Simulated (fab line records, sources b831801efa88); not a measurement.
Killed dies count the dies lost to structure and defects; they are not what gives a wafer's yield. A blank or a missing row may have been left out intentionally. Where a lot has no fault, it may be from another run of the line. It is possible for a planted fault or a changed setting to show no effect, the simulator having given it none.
One fault through the eyes of 2 desks    flow gf180mcu    every desk sees just its own numbers, and what lay behind them comes last

AT THE TOOL OWNER'S DESK: krf scanner-01
The tool's own readings at GF_V4_EXPOSE_11 (exposes mask Via4, target cd 260 nm): means of the sampled wafers that have a number, for each lot that ran on this tool. A lot is out of limits, marked OUT, if its mean lies more than 4 standard deviations from the usual mean; the brackets give that distance.
Columns: A = exposure dose mJ cm2 at GF_V4_EXPOSE_11, usual 37.96
lot   first seen here  A
L808  day 25 06:15     38.03
L810  day 26 06:06     37.99
L813  day 26 13:54     38.00
L812  day 26 15:12     37.92
L814  day 26 21:27     37.93
L821  day 28 19:19     36.14 (-41) OUT
L823  day 29 12:53     36.53 (-32) OUT
This desk finds L821, L823 out of limits, L821 being first, at day 28 19:19 (exposure dose mJ cm2 at GF_V4_EXPOSE_11). L808, L810, L813, L812, L814: within limits.

AT THE METROLOGY DESK
What the gauges read, lot by lot, whatever tool the lot ran on: means of the sampled wafers that have a number. A lot is out of limits, marked OUT, if its mean lies more than 4 standard deviations from the usual mean; the brackets give that distance.
Columns: A = cd nm at GF_V4_CD_MEAS_14, usual 259.5 nm
lot   first seen here  A
L806  day 24 14:16     258.7
L808  day 25 17:12     259.0
L810  day 26 16:30     259.2
L813  day 27 00:10     255.8
L812  day 27 01:39     259.6
L814  day 27 07:08     259.6
L817  day 28 09:36     260.7
L821  day 29 04:37     252.8 (-5.2) OUT
L823  day 29 21:33     253.2 (-4.8) OUT
L826  day 30 20:20     257.8
L828  day 31 04:42     259.7
This desk finds L821, L823 out of limits, L821 being first, at day 29 04:37 (cd nm at GF_V4_CD_MEAS_14). L806, L808, L810, L813, L812, L814, L817, L826, L828: within limits.

ALL TOGETHER
An alarm could have come from the tool owner's desk at day 28 19:19, on L821, L823.
The metrology desk could have raised an alarm at day 29 04:37, on L821, L823.
On krf scanner-01, each named lot ran GF_V4_EXPOSE_11.

WHAT THE SIMULATOR PUT IN
Process parameters drifting: krf scanner-01 at GF_V4_EXPOSE_11, beginning at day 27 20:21. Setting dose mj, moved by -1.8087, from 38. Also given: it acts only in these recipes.
Lots struck among those shown: L821, L823.
Counting hours from when the fault started, the first reading out of limits came at 23 for the tool owner's desk and at 32 for the metrology desk.
